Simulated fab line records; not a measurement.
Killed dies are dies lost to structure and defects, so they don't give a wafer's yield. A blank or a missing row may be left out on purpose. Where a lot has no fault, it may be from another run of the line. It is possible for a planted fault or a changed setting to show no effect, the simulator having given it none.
Check of tool commonality | flow gf180mcu | 11 lots and 30 wafers in the sample

THE REASON FOR OPENING IT
On 3 of the 11 lots, a flag is raised at GF_STI_CD_MEAS_12 on the reading cd_nm. Wafers without a fault read 219.9 nm, standard deviation 1.1.
Rule: a lot is flagged in two cases, either no wafer of it has a number, or all its wafers with numbers fall more than 4 standard deviations from that mean. All remaining lots are regarded as sound.

lot  | measured    | on        | cd_nm (nm), wafer by wafer | flag
L780 | day 2 01:52 | cd_sem-02 | 220.4 220.7 221.6          |
L781 | day 2 07:29 | cd_sem-02 | 220.6 220.7 221.1          |
L782 | day 2 12:09 | cd_sem-02 | 219.5 221.0 220.8          |
L783 | day 2 16:07 | cd_sem-02 | 219.4 218.5 219.0          |
L786 | day 3 07:37 | cd_sem-01 | 220.4 221.7 220.6          |
L789 | day 4 00:29 | cd_sem-01 | 188.3 188.1                | FLAGGED
L793 | day 4 20:53 | cd_sem-02 | 188.5 188.7                | FLAGGED
L794 | day 5 02:06 | cd_sem-01 | 188.1 188.3                | FLAGGED
L795 | day 5 07:04 | cd_sem-02 | 220.1 220.7 218.9          |
L801 | day 6 13:43 | cd_sem-02 | 220.1 219.1 218.9          |
L802 | day 6 19:04 | cd_sem-01 | 219.2 219.1 218.8          |
On average the flagged lots' numbers are 188.3 nm, which is -31.6 nm against the usual, or -29 standard deviations.

LOT BY LOT: THE TOOL USED
The record holds 1 process step before the reading, out of a route of 602 steps. Every cell lists first the tool, next ch and the chambers used by the sampled wafers, and last the start.
lot  | flag    | GF_STI_EXPOSE_09
L780 |         | krf_scanner-01 ch 0, day 1 20:44
L781 |         | krf_scanner-02 ch 0, day 2 00:46
L782 |         | krf_scanner-01 ch 0, day 2 06:05
L783 |         | krf_scanner-01 ch 0, day 2 10:31
L786 |         | krf_scanner-01 ch 0, day 3 01:41
L789 | FLAGGED | krf_scanner-01 ch 0, day 3 17:48
L793 | FLAGGED | krf_scanner-01 ch 0, day 4 13:43
L794 | FLAGGED | krf_scanner-01 ch 0, day 4 19:20
L795 |         | krf_scanner-02 ch 0, day 4 23:44
L801 |         | krf_scanner-02 ch 0, day 6 06:37
L802 |         | krf_scanner-02 ch 0, day 6 10:53
What is done by these steps:
- GF_STI_EXPOSE_09: exposes mask COMP, target cd 220 nm.
- GF_STI_CD_MEAS_12: target cd 220 nm.

FLAGGED AGAINST TOTAL, ONE TOOL AT A TIME (gauges that did the reading follow at the end)
step              | tool           | lots run | flagged | share of the flagged lots | sound lots run after its first flagged lot
GF_STI_EXPOSE_09  | krf_scanner-01 | 7        | 3       | all                       | 0
GF_STI_EXPOSE_09  | krf_scanner-02 | 4        | 0       | none                      | -
GF_STI_CD_MEAS_12 | cd_sem-01      | 4        | 2       | some                      | 1 (L802)
GF_STI_CD_MEAS_12 | cd_sem-02      | 7        | 1       | some                      | 2 (L795,L801)

WHAT THE TABLE ALLOWS
Rows of the table that ran each flagged lot: 1, that is krf_scanner-01 at GF_STI_EXPOSE_09.
- krf_scanner-01 at GF_STI_EXPOSE_09: 3 of its 7 lots flagged. A fault beginning between L786 (day 3 01:41), its last sound lot, and L789 (day 3 17:48), its first flagged one, fits the data.
What remains is a single tool, krf_scanner-01 at GF_STI_EXPOSE_09.

WHAT THE SIMULATOR HAD INSERTED
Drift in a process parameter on krf_scanner-01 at GF_STI_EXPOSE_09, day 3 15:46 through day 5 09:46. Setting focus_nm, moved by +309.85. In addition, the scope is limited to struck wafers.
Lots struck among those shown: L789, L793, L794. The rule above reached the same finding.
